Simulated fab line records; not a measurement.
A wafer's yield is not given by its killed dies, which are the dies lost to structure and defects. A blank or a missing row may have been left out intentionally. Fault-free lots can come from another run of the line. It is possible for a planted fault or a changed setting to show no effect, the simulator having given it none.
fab line records / flow sfq-line
[record] lots = 14 wafers = 40 last-day = 77
route steps=325 shown M8@321
lots that met no fault: taken from a fault-free run of the same line
start-h: hours from the record's first day to the start of the lot's first wafer shown / wait-h: how many hours have passed since the lot's step before this one / " as in the row above / L1.1+2: one row covering several wafers at once / - no value, or no start given / * or withheld: withheld / < > ~ a bound
route shown NAME@n: NAME is a module with steps in the file, n the number in the route of the first one / usual: the fault-free wafers' mean and standard deviation / same: alike in all rows / chamber/n: place in a boat / sites: the reading at each site / _std_site: standard deviation of those values / _edge_site: mean of outer sites minus mean of inner sites / radius-mm: for every site, how far away it sits from the centre of the wafer / mask NAME#n: copy n / behind: the tool/chamber that last shaped the wafer / hold: why the lot was held/for how many hours/how that ended / device: names the non-switching transistor (n, p or np) / end of line: the route-end tests of the same wafers / step lacking rows: just its recipe / killed: dies lost to structure and defects at the first sort, not the wafer's yield / map: a wafer's dies, marking killed ones x, the rest . and places with no die _
set.NAME: the run value of the setting; set.NAME@STEP: its run value at that earlier step / model.NAME: the simulator's own value behind a step, which no gauge read
route steps across a sampled set of lots; one table per step, one row per wafer
services: a tool's chamber out of use, with start hour (start-h, from the record's first day; less than 0 if before it), hours out, and reason
[[steps]]
[step SFQ_TRILAYER_M8_DEP_EVAP_196]
[recipe] material = Au angular-spread-deg = 1 target-thk-nm = 180 time-s = 900 power-w = 2000
lot.wafer=L971.2+3+5 tool=pvd-sputter-01 chamber=- start-h=1658.94 wait-h=0.1
lot.wafer=L972.2+4+6 tool=pvd-sputter-02 chamber=- start-h=1667.34 wait-h=0.1
lot.wafer=L973.1+3+6 tool=pvd-sputter-01 chamber=- start-h=1668.54 wait-h=0.1
lot.wafer=L974.1+2+6 tool=pvd-sputter-02 chamber=- start-h=1673.34 wait-h=0.1
lot.wafer=L976.1+2+3 tool=pvd-sputter-02 chamber=- start-h=1693.29 wait-h=0.1
lot.wafer=L977.2+3+5 tool=pvd-sputter-01 chamber=- start-h=1700.49 wait-h=0.1
lot.wafer=L979.3+4+5 tool=pvd-sputter-01 chamber=- start-h=1707.69 wait-h=0.1
lot.wafer=L980.1+3+6 tool=pvd-sputter-02 chamber=- start-h=1708.89 wait-h=0.1
lot.wafer=L983.2+5 tool=pvd-sputter-01 chamber=- start-h=1731.79 wait-h=0.1
lot.wafer=L987.2+3 tool=pvd-sputter-01 chamber=- start-h=1751.43 wait-h=0.1
lot.wafer=L990.1+2+5 tool=pvd-sputter-02 chamber=- start-h=1828.82 wait-h=0.1
lot.wafer=L991.2+3+5 tool=pvd-sputter-01 chamber=- start-h=1833.62 wait-h=0.1
lot.wafer=L993.4+5+6 tool=pvd-sputter-01 chamber=- start-h=1836.02 wait-h=0.1
lot.wafer=L994.2+5+6 tool=pvd-sputter-02 chamber=- start-h=1840.82 wait-h=0.1
[step SFQ_M8_RS_MEAS_949]
[recipe] thk-meas-gauge = four-point-probe reads = Au_of_TRILAYER_M8_DEP_EVAP_196+Pt_of_TRILAYER_M8_DEP_EVAP_198+Ti_of_TRILAYER_M8_DEP_EVAP_197
[usual] M8_AU_RS = 0.1537/0.002
lot.wafer=L971.2 tool=film-metro-02 chamber=- start-h=1659.48 wait-h=0.3 hold=- M8_AU_RS[ohm/sq]=0.1561
lot.wafer=L971.3 tool=film-metro-02 chamber=- start-h=1659.48 wait-h=0.3 hold=- M8_AU_RS[ohm/sq]=0.1543
lot.wafer=L971.5 tool=film-metro-02 chamber=- start-h=1659.48 wait-h=0.3 hold=- M8_AU_RS[ohm/sq]=0.1542
lot.wafer=L972.2 tool=film-metro-01 chamber=- start-h=1667.88 wait-h=0.3 hold=- M8_AU_RS[ohm/sq]=0.1535
lot.wafer=L972.4 tool=film-metro-01 chamber=- start-h=1667.88 wait-h=0.3 hold=- M8_AU_RS[ohm/sq]=0.1531
lot.wafer=L972.6 tool=film-metro-01 chamber=- start-h=1667.88 wait-h=0.3 hold=- M8_AU_RS[ohm/sq]=0.1554
lot.wafer=L973.1 tool=film-metro-01 chamber=- start-h=1669.06 wait-h=0.3 hold=- M8_AU_RS[ohm/sq]=0.1586
lot.wafer=L973.3 tool=film-metro-01 chamber=- start-h=1669.06 wait-h=0.3 hold=- M8_AU_RS[ohm/sq]=0.1549
lot.wafer=L973.6 tool=film-metro-01 chamber=- start-h=1669.06 wait-h=0.3 hold=- M8_AU_RS[ohm/sq]=0.1526
lot.wafer=L974.1 tool=film-metro-04 chamber=- start-h=1673.86 wait-h=0.3 hold=- M8_AU_RS[ohm/sq]=0.1547
lot.wafer=L974.2 tool=film-metro-04 chamber=- start-h=1673.86 wait-h=0.3 hold=- M8_AU_RS[ohm/sq]=0.1538
lot.wafer=L974.6 tool=film-metro-04 chamber=- start-h=1673.86 wait-h=0.3 hold=- M8_AU_RS[ohm/sq]=0.1552
lot.wafer=L976.1 tool=film-metro-02 chamber=- start-h=1693.81 wait-h=0.3 hold=- M8_AU_RS[ohm/sq]=0.1522
lot.wafer=L976.2 tool=film-metro-02 chamber=- start-h=1693.81 wait-h=0.3 hold=- M8_AU_RS[ohm/sq]=0.1548
lot.wafer=L976.3 tool=film-metro-02 chamber=- start-h=1693.81 wait-h=0.3 hold=- M8_AU_RS[ohm/sq]=0.1554
lot.wafer=L977.2 tool=film-metro-02 chamber=- start-h=1701.03 wait-h=0.3 hold=- M8_AU_RS[ohm/sq]=0.1537
lot.wafer=L977.3 tool=film-metro-02 chamber=- start-h=1701.03 wait-h=0.3 hold=- M8_AU_RS[ohm/sq]=0.1575
lot.wafer=L977.5 tool=film-metro-02 chamber=- start-h=1701.03 wait-h=0.3 hold=- M8_AU_RS[ohm/sq]=0.1579
lot.wafer=L979.3 tool=film-metro-01 chamber=- start-h=1708.25 wait-h=0.3 hold=- M8_AU_RS[ohm/sq]=0.1572
lot.wafer=L979.4 tool=film-metro-01 chamber=- start-h=1708.25 wait-h=0.3 hold=- M8_AU_RS[ohm/sq]=0.1507
lot.wafer=L979.5 tool=film-metro-01 chamber=- start-h=1708.25 wait-h=0.3 hold=- M8_AU_RS[ohm/sq]=0.1572
lot.wafer=L980.1 tool=film-metro-02 chamber=- start-h=1709.41 wait-h=0.3 hold=- M8_AU_RS[ohm/sq]=0.1539
lot.wafer=L980.3 tool=film-metro-02 chamber=- start-h=1709.41 wait-h=0.3 hold=- M8_AU_RS[ohm/sq]=0.1544
lot.wafer=L980.6 tool=film-metro-02 chamber=- start-h=1709.41 wait-h=0.3 hold=- M8_AU_RS[ohm/sq]=0.1552
lot.wafer=L983.2 tool=film-metro-01 chamber=- start-h=1732.33 wait-h=0.3 hold=await-dispo/0.2h/release M8_AU_RS[ohm/sq]=0.1091
lot.wafer=L983.5 tool=film-metro-01 chamber=- start-h=1732.33 wait-h=0.3 hold=await-dispo/0.2h/release M8_AU_RS[ohm/sq]=0.1513
lot.wafer=L983.2 tool=film-metro-01 chamber=- start-h=1732.82 wait-h=0.5 hold=- M8_AU_RS[ohm/sq]=0.1088
lot.wafer=L983.5 tool=film-metro-01 chamber=- start-h=1732.82 wait-h=0.5 hold=- M8_AU_RS[ohm/sq]=0.1513
lot.wafer=L987.2 tool=film-metro-01 chamber=- start-h=1751.97 wait-h=0.3 hold=- M8_AU_RS[ohm/sq]=0.1101
lot.wafer=L987.3 tool=film-metro-01 chamber=- start-h=1751.97 wait-h=0.3 hold=- M8_AU_RS[ohm/sq]=0.1092
lot.wafer=L987.2 tool=film-metro-01 chamber=- start-h=1752.26 wait-h=0.3 hold=- M8_AU_RS[ohm/sq]=0.1104
lot.wafer=L987.3 tool=film-metro-01 chamber=- start-h=1752.26 wait-h=0.3 hold=- M8_AU_RS[ohm/sq]=0.1093
lot.wafer=L990.1 tool=film-metro-02 chamber=- start-h=1829.34 wait-h=0.3 hold=- M8_AU_RS[ohm/sq]=0.1553
lot.wafer=L990.2 tool=film-metro-02 chamber=- start-h=1829.34 wait-h=0.3 hold=- M8_AU_RS[ohm/sq]=0.1544
lot.wafer=L990.5 tool=film-metro-02 chamber=- start-h=1829.34 wait-h=0.3 hold=- M8_AU_RS[ohm/sq]=0.1533
lot.wafer=L991.2 tool=film-metro-02 chamber=- start-h=1834.16 wait-h=0.3 hold=- M8_AU_RS[ohm/sq]=0.1529
lot.wafer=L991.3 tool=film-metro-02 chamber=- start-h=1834.16 wait-h=0.3 hold=- M8_AU_RS[ohm/sq]=0.1546
lot.wafer=L991.5 tool=film-metro-02 chamber=- start-h=1834.16 wait-h=0.3 hold=- M8_AU_RS[ohm/sq]=0.1547
lot.wafer=L993.4 tool=film-metro-01 chamber=- start-h=1836.60 wait-h=0.3 hold=- M8_AU_RS[ohm/sq]=0.1505
lot.wafer=L993.5 tool=film-metro-01 chamber=- start-h=1836.60 wait-h=0.3 hold=- M8_AU_RS[ohm/sq]=0.1501
lot.wafer=L993.6 tool=film-metro-01 chamber=- start-h=1836.60 wait-h=0.3 hold=- M8_AU_RS[ohm/sq]=0.1524
lot.wafer=L994.2 tool=film-metro-04 chamber=- start-h=1841.36 wait-h=0.3 hold=- M8_AU_RS[ohm/sq]=0.1547
lot.wafer=L994.5 tool=film-metro-04 chamber=- start-h=1841.36 wait-h=0.3 hold=- M8_AU_RS[ohm/sq]=0.1547
lot.wafer=L994.6 tool=film-metro-04 chamber=- start-h=1841.36 wait-h=0.3 hold=- M8_AU_RS[ohm/sq]=0.1535
[step SFQ_M8_THK_MEAS_950]
[recipe] thk-meas-gauge = xrf reads = Au_of_TRILAYER_M8_DEP_EVAP_196
[usual] M8_AU_THK = 176.5/2.3
lot.wafer=L971.2 tool=film-metro-02 chamber=- start-h=1659.59 wait-h=0.1 hold=- M8_AU_THK[nm]=174.3
lot.wafer=L971.3 tool=film-metro-02 chamber=- start-h=1659.59 wait-h=0.1 hold=- M8_AU_THK[nm]=175.8
lot.wafer=L971.5 tool=film-metro-02 chamber=- start-h=1659.59 wait-h=0.1 hold=- M8_AU_THK[nm]=176.0
lot.wafer=L972.2 tool=film-metro-01 chamber=- start-h=1667.99 wait-h=0.1 hold=- M8_AU_THK[nm]=177.2
lot.wafer=L972.4 tool=film-metro-01 chamber=- start-h=1667.99 wait-h=0.1 hold=- M8_AU_THK[nm]=176.7
lot.wafer=L972.6 tool=film-metro-01 chamber=- start-h=1667.99 wait-h=0.1 hold=- M8_AU_THK[nm]=174.0
lot.wafer=L973.1 tool=film-metro-01 chamber=- start-h=1669.18 wait-h=0.1 hold=- M8_AU_THK[nm]=170.5
lot.wafer=L973.3 tool=film-metro-01 chamber=- start-h=1669.18 wait-h=0.1 hold=- M8_AU_THK[nm]=175.3
lot.wafer=L973.6 tool=film-metro-01 chamber=- start-h=1669.18 wait-h=0.1 hold=- M8_AU_THK[nm]=176.6
lot.wafer=L974.1 tool=film-metro-04 chamber=- start-h=1673.98 wait-h=0.1 hold=- M8_AU_THK[nm]=177.0
lot.wafer=L974.2 tool=film-metro-04 chamber=- start-h=1673.98 wait-h=0.1 hold=- M8_AU_THK[nm]=176.9
lot.wafer=L974.6 tool=film-metro-04 chamber=- start-h=1673.98 wait-h=0.1 hold=- M8_AU_THK[nm]=176.5
lot.wafer=L976.1 tool=film-metro-02 chamber=- start-h=1693.93 wait-h=0.1 hold=- M8_AU_THK[nm]=178.3
lot.wafer=L976.2 tool=film-metro-02 chamber=- start-h=1693.93 wait-h=0.1 hold=- M8_AU_THK[nm]=175.2
lot.wafer=L976.3 tool=film-metro-02 chamber=- start-h=1693.93 wait-h=0.1 hold=- M8_AU_THK[nm]=174.0
lot.wafer=L977.2 tool=film-metro-02 chamber=- start-h=1701.14 wait-h=0.1 hold=- M8_AU_THK[nm]=177.0
lot.wafer=L977.3 tool=film-metro-02 chamber=- start-h=1701.14 wait-h=0.1 hold=- M8_AU_THK[nm]=173.0
lot.wafer=L977.5 tool=film-metro-02 chamber=- start-h=1701.14 wait-h=0.1 hold=- M8_AU_THK[nm]=172.0
lot.wafer=L979.3 tool=film-metro-01 chamber=- start-h=1708.35 wait-h=0.1 hold=- M8_AU_THK[nm]=171.5
lot.wafer=L979.4 tool=film-metro-01 chamber=- start-h=1708.35 wait-h=0.1 hold=- M8_AU_THK[nm]=178.9
lot.wafer=L979.5 tool=film-metro-01 chamber=- start-h=1708.35 wait-h=0.1 hold=- M8_AU_THK[nm]=171.3
lot.wafer=L980.1 tool=film-metro-02 chamber=- start-h=1709.53 wait-h=0.1 hold=- M8_AU_THK[nm]=176.3
lot.wafer=L980.3 tool=film-metro-02 chamber=- start-h=1709.53 wait-h=0.1 hold=- M8_AU_THK[nm]=174.6
lot.wafer=L980.6 tool=film-metro-02 chamber=- start-h=1709.53 wait-h=0.1 hold=- M8_AU_THK[nm]=174.3
lot.wafer=L983.2 tool=film-metro-01 chamber=- start-h=1738.26 wait-h=5.4 hold=await-dispo/0.2h/release M8_AU_THK[nm]=246.2
lot.wafer=L983.5 tool=film-metro-01 chamber=- start-h=1738.26 wait-h=5.4 hold=await-dispo/0.2h/release M8_AU_THK[nm]=178.5
lot.wafer=L983.2 tool=film-metro-01 chamber=- start-h=1738.49 wait-h=0.2 hold=- M8_AU_THK[nm]=246.5
lot.wafer=L983.5 tool=film-metro-01 chamber=- start-h=1738.49 wait-h=0.2 hold=- M8_AU_THK[nm]=178.6
lot.wafer=L987.2 tool=film-metro-01 chamber=- start-h=1757.37 wait-h=5.1 hold=- M8_AU_THK[nm]=244.1
lot.wafer=L987.3 tool=film-metro-01 chamber=- start-h=1757.37 wait-h=5.1 hold=- M8_AU_THK[nm]=246.0
lot.wafer=L990.1 tool=film-metro-02 chamber=- start-h=1829.46 wait-h=0.1 hold=- M8_AU_THK[nm]=174.7
lot.wafer=L990.2 tool=film-metro-02 chamber=- start-h=1829.46 wait-h=0.1 hold=- M8_AU_THK[nm]=175.8
lot.wafer=L990.5 tool=film-metro-02 chamber=- start-h=1829.46 wait-h=0.1 hold=- M8_AU_THK[nm]=177.1
lot.wafer=L991.2 tool=film-metro-02 chamber=- start-h=1834.27 wait-h=0.1 hold=- M8_AU_THK[nm]=177.1
lot.wafer=L991.3 tool=film-metro-02 chamber=- start-h=1834.27 wait-h=0.1 hold=- M8_AU_THK[nm]=175.8
lot.wafer=L991.5 tool=film-metro-02 chamber=- start-h=1834.27 wait-h=0.1 hold=- M8_AU_THK[nm]=176.5
lot.wafer=L993.4 tool=film-metro-01 chamber=- start-h=1836.69 wait-h=0.1 hold=- M8_AU_THK[nm]=179.7
lot.wafer=L993.5 tool=film-metro-01 chamber=- start-h=1836.69 wait-h=0.1 hold=- M8_AU_THK[nm]=180.7
lot.wafer=L993.6 tool=film-metro-01 chamber=- start-h=1836.69 wait-h=0.1 hold=- M8_AU_THK[nm]=176.7
lot.wafer=L994.2 tool=film-metro-04 chamber=- start-h=1841.47 wait-h=0.1 hold=- M8_AU_THK[nm]=175.9
lot.wafer=L994.5 tool=film-metro-04 chamber=- start-h=1841.47 wait-h=0.1 hold=- M8_AU_THK[nm]=176.5
lot.wafer=L994.6 tool=film-metro-04 chamber=- start-h=1841.47 wait-h=0.1 hold=- M8_AU_THK[nm]=177.6
[[services]]
tool=pvd-sputter-02 chamber=- start-h=1695.96 hours=0.9 kind=repair
[[key]]
[first-sign] step = SFQ_M8_RS_MEAS_949 reading = visit direction = added
[effect] step = SFQ_M8_RS_MEAS_949 reading = M8_AU_RS direction = down sigmas = 22 usual = 0.1537 struck = 0.1095
[effect] step = SFQ_M8_THK_MEAS_950 reading = M8_AU_THK direction = up sigmas = 30 usual = 176.5 struck = 245.5
met-at SFQ_TRILAYER_M8_DEP_EVAP_196
struck-lots L983,L987
struck-wafers L983.2,L987.2,L987.3
onset-between 1707.69 1731.79
[fault] kind = process-parameter-drift tool = pvd-sputter-01 chamber = - onset-h = 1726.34 steps = SFQ_TRILAYER_M8_DEP_EVAP_196 channel = target-thk-nm offset = 69.432 shape = step end-h = 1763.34 scope = struck-wafers-only acts-in = these-recipes-only stated = 180
